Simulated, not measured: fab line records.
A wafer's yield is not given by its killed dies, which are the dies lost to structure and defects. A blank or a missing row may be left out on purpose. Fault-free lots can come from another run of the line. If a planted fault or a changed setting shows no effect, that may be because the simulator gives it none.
fab line records / flow sky130
record lots=7 wafers=21 last_day=50
route steps=708 shown CAPM@548 METAL3@555
lots with no fault: from the same line, run without faults
start_h: start of the lot's first displayed wafer, in hours after the record's first day / wait_h: time in hours since the lot's previous step / " repeats the value in the row above / L1.1+2: a single row standing in for several wafers / - no value, or no start given / * or withheld: withheld / < > ~ a bound
route shown NAME@n: NAME is a module with steps in the file, n the number in the route of the first one / usual: mean/standard deviation of fault-free wafers / same: alike in all rows / chamber/n: place in a boat / sites: readings site by site / _std_site: their standard deviation / _edge_site: outer sites' mean less inner sites' / radius_mm: for every site, how far away it sits from the centre of the wafer / mask NAME#n: copy n / behind: tool/chamber where the wafer was last shaped / hold: what put the lot on hold/how long, in hours/how the hold closed / device: the transistor (n, p or np) that didn't switch / end of line: the tests these same wafers got at the end of their route / for a step that has no rows: nothing shown but its recipe / killed: not the wafer's yield, but the dies lost to structure and defects at the first sort / map: a wafer's dies, marking killed ones x, the rest . and places with no die _
set.NAME: the setting that was run; set.NAME@STEP: the one run at that earlier step / model.NAME: the simulator's own value behind a step, which no gauge read
a table for each step, a row for each wafer; lots at some steps of the route
services: from which hour (start_h, from the record's first day; less than 0 if before it) a tool's chamber was out of use, for how many hours, and why
## steps
# step SKY_CAPM_DEVELOP_11
# recipe resist=NOVOLAK developer=TMAH develop_time_s=60 dev_temp_c=23
# step SKY_CAPM_OVL_MEAS_12
# usual CAPM_OVL=1.2/1.4
lot.wafer=L759.1 tool=overlay-02 chamber=- start_h=885.65 wait_h=0.1 CAPM_OVL[nm]=1.0
lot.wafer=L759.3 tool=overlay-02 chamber=- start_h=885.65 wait_h=0.1 CAPM_OVL[nm]=0.9
lot.wafer=L759.5 tool=overlay-02 chamber=- start_h=885.65 wait_h=0.1 CAPM_OVL[nm]=0.4
lot.wafer=L761.1 tool=overlay-02 chamber=- start_h=899.12 wait_h=0.1 CAPM_OVL[nm]=-0.8
lot.wafer=L761.3 tool=overlay-02 chamber=- start_h=899.12 wait_h=0.1 CAPM_OVL[nm]=-1.6
lot.wafer=L761.6 tool=overlay-02 chamber=- start_h=899.12 wait_h=0.1 CAPM_OVL[nm]=-1.2
lot.wafer=L762.1 tool=overlay-02 chamber=- start_h=912.22 wait_h=0.1 CAPM_OVL[nm]=0.5
lot.wafer=L762.4 tool=overlay-02 chamber=- start_h=912.22 wait_h=0.1 CAPM_OVL[nm]=1.4
lot.wafer=L762.5 tool=overlay-02 chamber=- start_h=912.22 wait_h=0.1 CAPM_OVL[nm]=-0.3
lot.wafer=L763.1 tool=overlay-02 chamber=- start_h=923.57 wait_h=0.1 CAPM_OVL[nm]=-0.4
lot.wafer=L763.3 tool=overlay-02 chamber=- start_h=923.57 wait_h=0.1 CAPM_OVL[nm]=0.1
lot.wafer=L763.4 tool=overlay-02 chamber=- start_h=923.57 wait_h=0.1 CAPM_OVL[nm]=-0.2
lot.wafer=L771.2 tool=overlay-01 chamber=- start_h=982.86 wait_h=0.1 CAPM_OVL[nm]=2.0
lot.wafer=L771.4 tool=overlay-01 chamber=- start_h=982.86 wait_h=0.1 CAPM_OVL[nm]=3.7
lot.wafer=L771.5 tool=overlay-01 chamber=- start_h=982.86 wait_h=0.1 CAPM_OVL[nm]=3.0
lot.wafer=L777.2 tool=overlay-02 chamber=- start_h=1019.58 wait_h=0.1 CAPM_OVL[nm]=0.1
lot.wafer=L777.3 tool=overlay-02 chamber=- start_h=1019.58 wait_h=0.1 CAPM_OVL[nm]=0.4
lot.wafer=L777.6 tool=overlay-02 chamber=- start_h=1019.58 wait_h=0.1 CAPM_OVL[nm]=0.9
lot.wafer=L778.1 tool=overlay-02 chamber=- start_h=1024.77 wait_h=0.1 CAPM_OVL[nm]=2.7
lot.wafer=L778.3 tool=overlay-02 chamber=- start_h=1024.77 wait_h=0.1 CAPM_OVL[nm]=1.9
lot.wafer=L778.6 tool=overlay-02 chamber=- start_h=1024.77 wait_h=0.1 CAPM_OVL[nm]=3.3
# step SKY_CAPM_METAL_ETCH_13
# recipe target_depth_nm=220 stop_on=SiO2 chemistry=Cl2/BCl3 target=TiN pressure_mtorr=10 icp_w=900 bias_w=48.5 Cl2_flow_sccm=60 bcl3_flow_sccm=30 time_s=62.9
# usual chamber_pressure_mTorr=10.000/0.0083 drypump_motor_current_A=5.7/0.38 oes_product_au=0.939/0.007 throttle_valve_pct=21.902/0.0094
lot.wafer=L759.1 tool=rie_metal-01 chamber=1 start_h=885.68 wait_h=0.0 chamber_pressure_mTorr=10.013 drypump_motor_current_A=5.2 oes_product_au=0.940 rf_hours_counter_h=10 throttle_valve_pct=21.898
lot.wafer=L759.3 tool=rie_metal-01 chamber=1 start_h=885.68 wait_h=0.0 chamber_pressure_mTorr=9.998 drypump_motor_current_A=5.2 oes_product_au=0.939 rf_hours_counter_h=- throttle_valve_pct=21.904
lot.wafer=L759.5 tool=rie_metal-01 chamber=1 start_h=885.68 wait_h=0.0 chamber_pressure_mTorr=9.996 drypump_motor_current_A=5.2 oes_product_au=0.943 rf_hours_counter_h=- throttle_valve_pct=21.908
lot.wafer=L761.1 tool=rie_metal-02 chamber=0 start_h=899.16 wait_h=0.0 chamber_pressure_mTorr=9.995 drypump_motor_current_A=5.6 oes_product_au=0.944 rf_hours_counter_h=7 throttle_valve_pct=21.880
lot.wafer=L761.3 tool=rie_metal-02 chamber=0 start_h=899.16 wait_h=0.0 chamber_pressure_mTorr=10.003 drypump_motor_current_A=5.7 oes_product_au=0.944 rf_hours_counter_h=- throttle_valve_pct=21.893
lot.wafer=L761.6 tool=rie_metal-02 chamber=0 start_h=899.16 wait_h=0.0 chamber_pressure_mTorr=10.005 drypump_motor_current_A=5.6 oes_product_au=0.951 rf_hours_counter_h=- throttle_valve_pct=21.897
lot.wafer=L762.1 tool=rie_metal-01 chamber=1 start_h=912.26 wait_h=0.0 chamber_pressure_mTorr=9.999 drypump_motor_current_A=5.3 oes_product_au=0.943 rf_hours_counter_h=12 throttle_valve_pct=21.905
lot.wafer=L762.4 tool=rie_metal-01 chamber=1 start_h=912.26 wait_h=0.0 chamber_pressure_mTorr=9.995 drypump_motor_current_A=5.3 oes_product_au=0.952 rf_hours_counter_h=- throttle_valve_pct=21.901
lot.wafer=L762.5 tool=rie_metal-01 chamber=0 start_h=912.26 wait_h=0.0 chamber_pressure_mTorr=9.985 drypump_motor_current_A=6.4 oes_product_au=0.934 rf_hours_counter_h=- throttle_valve_pct=21.906
lot.wafer=L763.1 tool=rie_metal-03 chamber=1 start_h=923.61 wait_h=0.0 chamber_pressure_mTorr=10.011 drypump_motor_current_A=5.9 oes_product_au=0.939 rf_hours_counter_h=14 throttle_valve_pct=21.899
lot.wafer=L763.3 tool=rie_metal-03 chamber=1 start_h=923.61 wait_h=0.0 chamber_pressure_mTorr=10.003 drypump_motor_current_A=6.0 oes_product_au=0.940 rf_hours_counter_h=- throttle_valve_pct=21.891
lot.wafer=L763.4 tool=rie_metal-03 chamber=0 start_h=923.61 wait_h=0.0 chamber_pressure_mTorr=10.005 drypump_motor_current_A=5.7 oes_product_au=0.934 rf_hours_counter_h=- throttle_valve_pct=21.908
lot.wafer=L771.2 tool=rie_metal-02 chamber=1 start_h=982.89 wait_h=0.0 chamber_pressure_mTorr=9.996 drypump_motor_current_A=5.4 oes_product_au=0.921 rf_hours_counter_h=8 throttle_valve_pct=21.919
lot.wafer=L771.4 tool=rie_metal-02 chamber=1 start_h=982.89 wait_h=0.0 chamber_pressure_mTorr=10.007 drypump_motor_current_A=5.4 oes_product_au=0.943 rf_hours_counter_h=- throttle_valve_pct=21.911
lot.wafer=L771.5 tool=rie_metal-02 chamber=1 start_h=982.89 wait_h=0.0 chamber_pressure_mTorr=9.999 drypump_motor_current_A=5.4 oes_product_au=0.943 rf_hours_counter_h=- throttle_valve_pct=21.896
lot.wafer=L777.2 tool=rie_metal-03 chamber=1 start_h=1019.61 wait_h=0.0 chamber_pressure_mTorr=10.004 drypump_motor_current_A=5.9 oes_product_au=0.944 rf_hours_counter_h=18 throttle_valve_pct=21.886
lot.wafer=L777.3 tool=rie_metal-03 chamber=1 start_h=1019.61 wait_h=0.0 chamber_pressure_mTorr=9.993 drypump_motor_current_A=6.0 oes_product_au=0.940 rf_hours_counter_h=- throttle_valve_pct=21.902
lot.wafer=L777.6 tool=rie_metal-03 chamber=0 start_h=1019.61 wait_h=0.0 chamber_pressure_mTorr=10.018 drypump_motor_current_A=5.7 oes_product_au=0.947 rf_hours_counter_h=- throttle_valve_pct=21.915
lot.wafer=L778.1 tool=rie_metal-01 chamber=0 start_h=1024.81 wait_h=0.0 chamber_pressure_mTorr=10.008 drypump_motor_current_A=6.4 oes_product_au=0.924 rf_hours_counter_h=6 throttle_valve_pct=21.902
lot.wafer=L778.3 tool=rie_metal-01 chamber=1 start_h=1024.81 wait_h=0.0 chamber_pressure_mTorr=10.003 drypump_motor_current_A=5.3 oes_product_au=0.931 rf_hours_counter_h=- throttle_valve_pct=21.916
lot.wafer=L778.6 tool=rie_metal-01 chamber=0 start_h=1024.81 wait_h=0.0 chamber_pressure_mTorr=10.010 drypump_motor_current_A=6.4 oes_product_au=0.938 rf_hours_counter_h=- throttle_valve_pct=21.917
# step SKY_CAPM_STRIP_14
# recipe chemistry=O2/N2 power_w=1400 pressure_mtorr=1500 platen_temp_c=withheld o2_flow_sccm=3000 n2_flow_sccm=300 overash_fraction=0.5
# usual chamber_pressure_mTorr=1499.9/1.3 drypump_motor_current_A=5.7/0.45 oes_product_au=0.711/0.0042 strip_time_to_endpoint_s=12.65/0.058
# same overash_fraction=0.5
lot.wafer=L759.1 tool=plasma_asher-04 chamber=1 start_h=885.84 wait_h=0.1 chamber_pressure_mTorr=1498.7 drypump_motor_current_A=5.5 oes_product_au=0.707 rf_hours_counter_h=44 strip_time_to_endpoint_s=12.61
lot.wafer=L759.3 tool=plasma_asher-04 chamber=0 start_h=885.84 wait_h=0.1 chamber_pressure_mTorr=1498.6 drypump_motor_current_A=6.1 oes_product_au=0.711 rf_hours_counter_h=- strip_time_to_endpoint_s=12.63
lot.wafer=L759.5 tool=plasma_asher-04 chamber=1 start_h=885.84 wait_h=0.1 chamber_pressure_mTorr=1501.4 drypump_motor_current_A=5.5 oes_product_au=0.713 rf_hours_counter_h=- strip_time_to_endpoint_s=12.64
lot.wafer=L761.1 tool=plasma_asher-01 chamber=0 start_h=899.24 wait_h=0.1 chamber_pressure_mTorr=1501.3 drypump_motor_current_A=6.1 oes_product_au=0.707 rf_hours_counter_h=78 strip_time_to_endpoint_s=12.56
lot.wafer=L761.3 tool=plasma_asher-01 chamber=0 start_h=899.24 wait_h=0.1 chamber_pressure_mTorr=1500.9 drypump_motor_current_A=6.1 oes_product_au=0.708 rf_hours_counter_h=- strip_time_to_endpoint_s=12.60
lot.wafer=L761.6 tool=plasma_asher-01 chamber=1 start_h=899.24 wait_h=0.1 chamber_pressure_mTorr=1500.2 drypump_motor_current_A=5.6 oes_product_au=0.712 rf_hours_counter_h=- strip_time_to_endpoint_s=12.57
lot.wafer=L762.1 tool=plasma_asher-02 chamber=0 start_h=912.34 wait_h=0.1 chamber_pressure_mTorr=1500.1 drypump_motor_current_A=5.8 oes_product_au=0.710 rf_hours_counter_h=108 strip_time_to_endpoint_s=12.66
lot.wafer=L762.4 tool=plasma_asher-02 chamber=0 start_h=912.34 wait_h=0.1 chamber_pressure_mTorr=1499.7 drypump_motor_current_A=5.8 oes_product_au=0.709 rf_hours_counter_h=- strip_time_to_endpoint_s=12.68
lot.wafer=L762.5 tool=plasma_asher-02 chamber=1 start_h=912.34 wait_h=0.1 chamber_pressure_mTorr=1501.3 drypump_motor_current_A=4.8 oes_product_au=0.712 rf_hours_counter_h=- strip_time_to_endpoint_s=12.68
lot.wafer=L763.1 tool=plasma_asher-02 chamber=1 start_h=923.69 wait_h=0.1 chamber_pressure_mTorr=1501.1 drypump_motor_current_A=4.8 oes_product_au=0.705 rf_hours_counter_h=109 strip_time_to_endpoint_s=12.62
lot.wafer=L763.3 tool=plasma_asher-02 chamber=0 start_h=923.69 wait_h=0.1 chamber_pressure_mTorr=1499.5 drypump_motor_current_A=5.8 oes_product_au=0.716 rf_hours_counter_h=- strip_time_to_endpoint_s=12.57
lot.wafer=L763.4 tool=plasma_asher-02 chamber=1 start_h=923.69 wait_h=0.1 chamber_pressure_mTorr=1500.0 drypump_motor_current_A=4.8 oes_product_au=0.710 rf_hours_counter_h=- strip_time_to_endpoint_s=12.62
lot.wafer=L771.2 tool=plasma_asher-02 chamber=1 start_h=982.96 wait_h=0.1 chamber_pressure_mTorr=1498.7 drypump_motor_current_A=4.8 oes_product_au=0.711 rf_hours_counter_h=115 strip_time_to_endpoint_s=12.66
lot.wafer=L771.4 tool=plasma_asher-02 chamber=1 start_h=982.96 wait_h=0.1 chamber_pressure_mTorr=1499.8 drypump_motor_current_A=4.8 oes_product_au=0.718 rf_hours_counter_h=- strip_time_to_endpoint_s=12.65
lot.wafer=L771.5 tool=plasma_asher-02 chamber=1 start_h=982.96 wait_h=0.1 chamber_pressure_mTorr=1500.1 drypump_motor_current_A=4.8 oes_product_au=0.722 rf_hours_counter_h=- strip_time_to_endpoint_s=12.63
lot.wafer=L777.2 tool=plasma_asher-02 chamber=1 start_h=1019.69 wait_h=0.1 chamber_pressure_mTorr=1499.4 drypump_motor_current_A=4.8 oes_product_au=0.707 rf_hours_counter_h=119 strip_time_to_endpoint_s=12.54
lot.wafer=L777.3 tool=plasma_asher-02 chamber=1 start_h=1019.69 wait_h=0.1 chamber_pressure_mTorr=1500.0 drypump_motor_current_A=4.8 oes_product_au=0.706 rf_hours_counter_h=- strip_time_to_endpoint_s=12.59
lot.wafer=L777.6 tool=plasma_asher-02 chamber=0 start_h=1019.69 wait_h=0.1 chamber_pressure_mTorr=1501.0 drypump_motor_current_A=5.8 oes_product_au=0.715 rf_hours_counter_h=- strip_time_to_endpoint_s=12.59
lot.wafer=L778.1 tool=plasma_asher-02 chamber=0 start_h=1024.89 wait_h=0.1 chamber_pressure_mTorr=1500.7 drypump_motor_current_A=5.7 oes_product_au=0.712 rf_hours_counter_h=120 strip_time_to_endpoint_s=12.66
lot.wafer=L778.3 tool=plasma_asher-02 chamber=1 start_h=1024.89 wait_h=0.1 chamber_pressure_mTorr=1503.3 drypump_motor_current_A=4.8 oes_product_au=0.708 rf_hours_counter_h=- strip_time_to_endpoint_s=12.64
lot.wafer=L778.6 tool=plasma_asher-02 chamber=0 start_h=1024.89 wait_h=0.1 chamber_pressure_mTorr=1499.6 drypump_motor_current_A=5.7 oes_product_au=0.717 rf_hours_counter_h=- strip_time_to_endpoint_s=12.66
# step SKY_CAPM_STRIP_15
# recipe chemistry=post_etch_residue_remover time_s=1200 temp_c=72.5
# step SKY_CAPM_CLEAN_16
# recipe chemistry=IPA time_s=180 temp_c=25
# step SKY_CAPM_CLEAN_17
# recipe chemistry=O3/DIW dry=n2_spin
# step SKY_METAL3_DEHYDRATE_05
# recipe temp_c=200 time_s=60
# step SKY_METAL3_HMDS_06
# recipe prime_time_s=60 prime_temp_c=120
# step SKY_METAL3_COAT_07
# recipe resist=BARC temp_c=withheld time_s=withheld spin_rpm=3000 resist_thk_nm=60
# step SKY_METAL3_COAT_08
# recipe resist=KrF-thick spin_rpm=3000 resist_thk_nm=1140
# step SKY_METAL3_SOFTBAKE_09
# recipe temp_c=100 time_s=90 resist=KrF-thick
# step SKY_METAL3_EXPOSE_10
# recipe mask_id=MM3 na=0.68 source_shape=annular sigma_inner=0.4 sigma_outer=0.8 target_cd_nm=300 dose_mj=28
# usual exposure_dose_mJ_cm2=28.003/0.028 focus_offset_nm=0.1/0.52 reticle_temp_C=22.98/0.11
lot.wafer=L759.1 tool=krf_scanner-01 chamber=0 start_h=899.50 wait_h=- mask=MM3#0 exposure_dose_mJ_cm2=28.028 focus_offset_nm=0.6 reticle_temp_C=23.01
lot.wafer=L759.3 tool=krf_scanner-01 chamber=0 start_h=899.50 wait_h=- mask=MM3#0 exposure_dose_mJ_cm2=28.026 focus_offset_nm=0.0 reticle_temp_C=22.81
lot.wafer=L759.5 tool=krf_scanner-01 chamber=0 start_h=899.50 wait_h=- mask=MM3#0 exposure_dose_mJ_cm2=28.054 focus_offset_nm=-0.5 reticle_temp_C=22.82
lot.wafer=L761.1 tool=krf_scanner-01 chamber=- start_h=912.77 wait_h=- mask=MM3#0 exposure_dose_mJ_cm2=- focus_offset_nm=- reticle_temp_C=-
lot.wafer=L761.3 tool=krf_scanner-01 chamber=- start_h=912.77 wait_h=- mask=MM3#0 exposure_dose_mJ_cm2=- focus_offset_nm=- reticle_temp_C=-
lot.wafer=L761.6 tool=krf_scanner-01 chamber=- start_h=912.77 wait_h=- mask=MM3#0 exposure_dose_mJ_cm2=- focus_offset_nm=- reticle_temp_C=-
lot.wafer=L762.1 tool=krf_scanner-02 chamber=- start_h=925.50 wait_h=- mask=MM3#0 exposure_dose_mJ_cm2=- focus_offset_nm=- reticle_temp_C=-
lot.wafer=L762.4 tool=krf_scanner-02 chamber=- start_h=925.50 wait_h=- mask=MM3#0 exposure_dose_mJ_cm2=- focus_offset_nm=- reticle_temp_C=-
lot.wafer=L762.5 tool=krf_scanner-02 chamber=- start_h=925.50 wait_h=- mask=MM3#0 exposure_dose_mJ_cm2=- focus_offset_nm=- reticle_temp_C=-
lot.wafer=L763.1 tool=krf_scanner-02 chamber=- start_h=936.80 wait_h=- mask=MM3#0 exposure_dose_mJ_cm2=- focus_offset_nm=- reticle_temp_C=-
lot.wafer=L763.3 tool=krf_scanner-02 chamber=- start_h=936.80 wait_h=- mask=MM3#0 exposure_dose_mJ_cm2=- focus_offset_nm=- reticle_temp_C=-
lot.wafer=L763.4 tool=krf_scanner-02 chamber=- start_h=936.80 wait_h=- mask=MM3#0 exposure_dose_mJ_cm2=- focus_offset_nm=- reticle_temp_C=-
lot.wafer=L771.2 tool=krf_scanner-02 chamber=0 start_h=995.16 wait_h=- mask=MM3#0 exposure_dose_mJ_cm2=28.017 focus_offset_nm=-0.1 reticle_temp_C=22.81
lot.wafer=L771.4 tool=krf_scanner-02 chamber=0 start_h=995.16 wait_h=- mask=MM3#0 exposure_dose_mJ_cm2=27.973 focus_offset_nm=0.2 reticle_temp_C=22.97
lot.wafer=L771.5 tool=krf_scanner-02 chamber=0 start_h=995.16 wait_h=- mask=MM3#0 exposure_dose_mJ_cm2=28.020 focus_offset_nm=-0.1 reticle_temp_C=22.77
lot.wafer=L777.2 tool=krf_scanner-01 chamber=0 start_h=1032.04 wait_h=- mask=MM3#0 exposure_dose_mJ_cm2=27.999 focus_offset_nm=0.4 reticle_temp_C=22.86
lot.wafer=L777.3 tool=krf_scanner-01 chamber=0 start_h=1032.04 wait_h=- mask=MM3#0 exposure_dose_mJ_cm2=28.032 focus_offset_nm=-0.5 reticle_temp_C=22.96
lot.wafer=L777.6 tool=krf_scanner-01 chamber=0 start_h=1032.04 wait_h=- mask=MM3#0 exposure_dose_mJ_cm2=27.993 focus_offset_nm=-0.6 reticle_temp_C=22.96
lot.wafer=L778.1 tool=krf_scanner-02 chamber=0 start_h=1037.17 wait_h=- mask=MM3#0 exposure_dose_mJ_cm2=28.040 focus_offset_nm=0.4 reticle_temp_C=23.22
lot.wafer=L778.3 tool=krf_scanner-02 chamber=0 start_h=1037.17 wait_h=- mask=MM3#0 exposure_dose_mJ_cm2=27.965 focus_offset_nm=0.6 reticle_temp_C=23.15
lot.wafer=L778.6 tool=krf_scanner-02 chamber=0 start_h=1037.17 wait_h=- mask=MM3#0 exposure_dose_mJ_cm2=27.992 focus_offset_nm=0.1 reticle_temp_C=23.17
# step SKY_METAL3_PEB_11
# recipe peb_temp_c=withheld peb_time_s=withheld resist=KrF-thick
## services
tool=krf_scanner-02 chamber=- start_h=863.69 hours=1.0 kind=pm
tool=rie_metal-03 chamber=- start_h=867.03 hours=2.8 kind=pm
tool=krf_scanner-01 chamber=- start_h=867.27 hours=1.0 kind=pm
tool=krf_scanner-01 chamber=- start_h=871.51 hours=0.8 kind=pm
tool=krf_scanner-01 chamber=- start_h=877.78 hours=1.3 kind=pm
tool=rie_metal-01 chamber=0 start_h=882.20 hours=- kind=clean
tool=rie_metal-01 chamber=0 start_h=882.20 hours=17.2 kind=scheduled_down
tool=rie_metal-01 chamber=0 start_h=882.20 hours=17.2 kind=vent_cycle
tool=krf_scanner-02 chamber=- start_h=887.11 hours=0.8 kind=pm
tool=rie_metal-02 chamber=- start_h=895.13 hours=0.8 kind=repair
tool=rie_metal-02 chamber=- start_h=952.85 hours=4.0 kind=pm
tool=rie_metal-02 chamber=- start_h=961.40 hours=1.2 kind=repair
tool=rie_metal-01 chamber=- start_h=965.96 hours=0.9 kind=repair
tool=rie_metal-03 chamber=1 start_h=969.11 hours=5.6 kind=repair
tool=plasma_asher-04 chamber=- start_h=976.03 hours=2.8 kind=pm
tool=krf_scanner-02 chamber=- start_h=976.99 hours=1.3 kind=pm
tool=plasma_asher-04 chamber=- start_h=991.46 hours=1.3 kind=repair
tool=krf_scanner-02 chamber=- start_h=1004.88 hours=1.7 kind=repair
tool=rie_metal-01 chamber=0 start_h=1011.47 hours=2.8 kind=repair
tool=rie_metal-02 chamber=- start_h=1020.28 hours=28.1 kind=pm
tool=rie_metal-03 chamber=1 start_h=1027.71 hours=3.4 kind=repair
tool=krf_scanner-02 chamber=- start_h=1032.69 hours=1.0 kind=pm
tool=krf_scanner-01 chamber=- start_h=1036.27 hours=1.0 kind=pm
## key
first_sign step=SKY_METAL3_EXPOSE_10 reading=tool_record direction=missing
effect none on later readings
met_at SKY_METAL3_EXPOSE_10
struck_wafers L761.1,L761.3,L761.6,L762.1,L762.4,L762.5,L763.1,L763.3,L763.4
later_rows_left_out L761.1,L761.3,L761.6,L762.1,L762.4,L762.5,L763.1,L763.3,L763.4
sort_left_out L761.1,L761.3,L761.6,L762.1,L762.4,L762.5,L763.1,L763.3,L763.4
onset_between 899.50 912.77
fault kind=skipped_step_whole tool=krf_scanner-01,krf_scanner-02 chamber=- onset_h=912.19 steps=SKY_METAL3_EXPOSE_10 scope=struck_lots_only
# sort_left_out: the simulated sort isn't trusted on such a fault, so these wafers' sort isn't shown, and their yield isn't known
# later_rows_left_out: the simulator's readings of these wafers behind a module that went badly wrong aren't trusted and aren't shown, but for the sort
